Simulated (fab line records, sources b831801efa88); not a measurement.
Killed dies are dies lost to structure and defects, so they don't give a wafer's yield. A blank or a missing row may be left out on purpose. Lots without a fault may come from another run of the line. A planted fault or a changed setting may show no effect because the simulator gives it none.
A struck lot beside a sound one | flow sky130 | 21 steps out of a route of 708
Sound: wafers L874.1, L874.5, L874.6. Struck: wafers L885.1, L885.2, L885.4. The cause comes at the end.
At each step with rows: each side's tool, then ch and its chambers, then its first start. Under that, the readings that differ: sound wafers | struck wafers | difference of the means | sigmas: that difference in standard deviations of wafers without a fault.
alike: readings whose means differ by less than 2 such deviations, and words and numbers that are the same on both sides. not compared: withheld readings, readings that some wafer has no value for, bounds like >300 that may hide the same value, and numbers for which the record gives no deviation and whose values overlap.
The two part at a step that has a row with sigmas, a row that says differs or no value, or rows on one side only. Numbers that don't overlap but have no deviation are shown without sigmas and don't part them. A reading that every wafer of one side lacks parts them only if that side has two wafers or more.

SKY_POLY_GATE_THK_MEAS_21:
  sound on film_metro-03, day 18 01:49; struck on film_metro-01, day 21 19:23
  alike: POLY_GATE_OXIDATION_THK
SKY_POLY_GATE_CD_MEAS_22:
  sound on cd_sem-01, day 18 01:53; struck on cd_sem-02, day 21 19:27
  alike: cd_nm
then, 7 steps without rows for these wafers: SKY_LDD_N_DEHYDRATE_00 (time 60 s); SKY_LDD_N_HMDS_01 (prime time 60 s); SKY_LDD_N_COAT_02 (resist thk 300 nm); SKY_LDD_N_SOFTBAKE_03 (time 60 s); SKY_LDD_N_EXPOSE_04 (exposes mask NTM, target cd 840 nm); SKY_LDD_N_PEB_05; SKY_LDD_N_DEVELOP_06 (develop time 60 s).
SKY_LDD_N_OVL_MEAS_07:
  sound on overlay-01, day 19 08:14; struck on overlay-01, day 23 01:38
  alike: LDD_N_OVL
then, 2 steps without rows for these wafers: SKY_LDD_N_IMPLANT_08; SKY_LDD_N_IMPLANT_09.
SKY_LDD_N_IMPLANT_10:
  sound on implanter-01 ch 0, day 19 08:35; struck on implanter-01 ch 0, day 23 01:59
  reading                   | sound             | struck            | difference | sigmas
  implant_ion_amu           | 75 75 75          | 31 31 31          | -44        |
  model.implant.rp_nm (nm)  | 15.52 15.52 15.52 | 28.48 28.48 28.48 | +12.96     |
  model.implant.drp_nm (nm) | 7.212 7.212 7.212 | 12.97 12.97 12.97 | +5.76      |
then, 5 steps without rows for these wafers: SKY_LDD_N_IMPLANT_11; SKY_LDD_N_IMPLANT_12; SKY_LDD_N_IMPLANT_13; SKY_LDD_N_IMPLANT_14; SKY_LDD_N_IMPLANT_15.
SKY_LDD_N_STRIP_16: strips in O2/N2.
  sound on plasma_asher-04 ch 0,1, day 19 09:29; struck on plasma_asher-03 ch 0,1, day 23 02:53
  reading                      | sound             | struck            | difference | sigmas
  strip_time_to_endpoint_s (s) | 4.327 4.318 4.311 | 4.221 4.230 4.229 | -0.092     | -8
  alike: drypump_motor_current_A, n2_flow_sccm, oes_product_au
  not compared: rf_hours_counter_h
SKY_LDD_N_TW_MEAS_17:
  sound on film_metro-02, day 19 09:35; struck on film_metro-02, day 23 02:59
  alike: LDD_N_TW
SKY_PAD_OPEN_PROBE_99:
  the record has rows for the sound wafers here (prober-01, day 47 04:17) and none for the struck ones

WHERE THEY PART
First at SKY_LDD_N_STRIP_16; last, within this record, at SKY_PAD_OPEN_PROBE_99.

WHY: what the simulator had put in
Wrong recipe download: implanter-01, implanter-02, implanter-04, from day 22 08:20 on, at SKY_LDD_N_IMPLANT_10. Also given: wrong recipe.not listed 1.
